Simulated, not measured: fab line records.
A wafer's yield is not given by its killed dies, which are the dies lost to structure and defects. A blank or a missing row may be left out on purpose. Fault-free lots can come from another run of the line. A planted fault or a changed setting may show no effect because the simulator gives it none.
Chamber matching    flow sky130    cmp-02 running SKY_VIA4_CMP_21: 4 sister chambers
The step polishes, stops on SiO2, t overpolish 25 s, target thk 0 nm. 36 wafers are shown with their chamber, then 12 later ones without.

== WAFERS WITH THEIR CHAMBER ==
wafer   chamber  motorCurrentA (A)  timeToEndpointS (s)  overpolishRunS (s)
L074.3  1        10.5               123                  25.001
L074.4  3        10.6               119                  24.988
L074.5  3        11.9               117                  25.019
L079.4  0        11.0               122                  25.004
L079.5  2        11.0               119                  25.006
L079.6  3        11.3               124                  24.996
L078.2  1        10.2               117                  24.991
L078.3  0        11.0               126                  25.004
L078.4  2        11.3               120                  24.984
L080.2  0        11.1               119                  24.996
L080.5  3        11.0               123                  25.000
L080.6  0        11.0               124                  25.003
L081.2  3        10.9               120                  24.995
L081.4  0        11.2               123                  25.004
L081.6  3        11.2               124                  24.987
L085.2  2        10.8               127                  25.015
L085.3  3        11.2               127                  25.001
L085.6  1        10.8               122                  24.991
L087.2  2        11.0               120                  25.003
L087.3  1        10.5               117                  24.995
L087.6  2        11.6               119                  24.994
L089.3  0        11.2               126                  24.984
L089.5  3        10.6               124                  24.990
L089.6  0        11.0               128                  24.998
L090.1  1        10.9               122                  25.000
L090.3  0        11.1               119                  24.994
L090.5  0        10.7               122                  25.009
L091.1  2        11.3               128                  25.013
L091.2  3        11.3               121                  25.004
L091.6  2        11.0               125                  25.004
L092.1  0        10.9               123                  25.009
L092.4  3        11.5               120                  24.995
L092.6  3        10.8               123                  24.994
L093.2  2        11.5               116                  25.011
L093.4  0        11.1               117                  24.998
L093.6  1        11.1               115                  25.011

SIGNATURES (means of the wafers above)
reading          chamber 0  chamber 1  chamber 2  chamber 3  scatter within a chamber
motorCurrentA    11.027     10.667     11.188     11.118     0.297
timeToEndpointS  122.64     119.33     121.75     122.00     3.46
overpolishRunS   25.00027   24.99817   25.00375   24.99718   0.00863
Rule: distance of a wafer from a chamber = root of the sum over the readings of ((wafer's reading minus chamber's mean) / reading's scatter) squared. The wafer belongs to the nearest chamber; if the next one is less than 2 further off, it can't be placed. The scatter: the root of (the sum of the squares of (reading less its chamber's mean) over the shown wafers, divided by (wafers less chambers)).

== WAFERS WITH NO CHAMBER GIVEN ==
wafer   motorCurrentA (A)  timeToEndpointS (s)  overpolishRunS (s)
L094.2  10.9               120                  25.006
L094.5  11.2               119                  24.998
L094.6  11.2               120                  24.992
L095.2  11.2               115                  24.989
L095.5  11.5               121                  25.002
L095.6  11.1               118                  25.007
L096.1  11.3               119                  24.993
L096.2  10.8               116                  24.987
L096.6  11.3               116                  24.989
L097.1  10.3               118                  24.995
L097.5  10.6               121                  25.013
L097.6  11.2               120                  24.995

== WHICH CHAMBER EACH ONE RAN IN ==
wafer   from the rows above                in truth
L094.2  can't be placed: 0 or 2 or 1 or 3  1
L094.5  can't be placed: 3 or 2 or 0 or 1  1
L094.6  can't be placed: 3 or 0 or 2 or 1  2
L095.2  can't be placed: 3 or 1 or 2 or 0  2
L095.5  can't be placed: 2 or 3 or 0 or 1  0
L095.6  can't be placed: 2 or 0 or 3 or 1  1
L096.1  can't be placed: 3 or 2 or 0 or 1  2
L096.2  can't be placed: 1 or 3 or 0 or 2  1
L096.6  can't be placed: 3 or 2 or 0 or 1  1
L097.1  can't be placed: 1 or 0 or 3 or 2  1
L097.5  can't be placed: 1 or 0 or 2 or 3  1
L097.6  can't be placed: 3 or 2 or 0 or 1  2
Correctly placed: 0 of 12. Unplaceable from these rows: 12, with the true chamber sitting among the candidates in 12. Placed wrongly: 0.
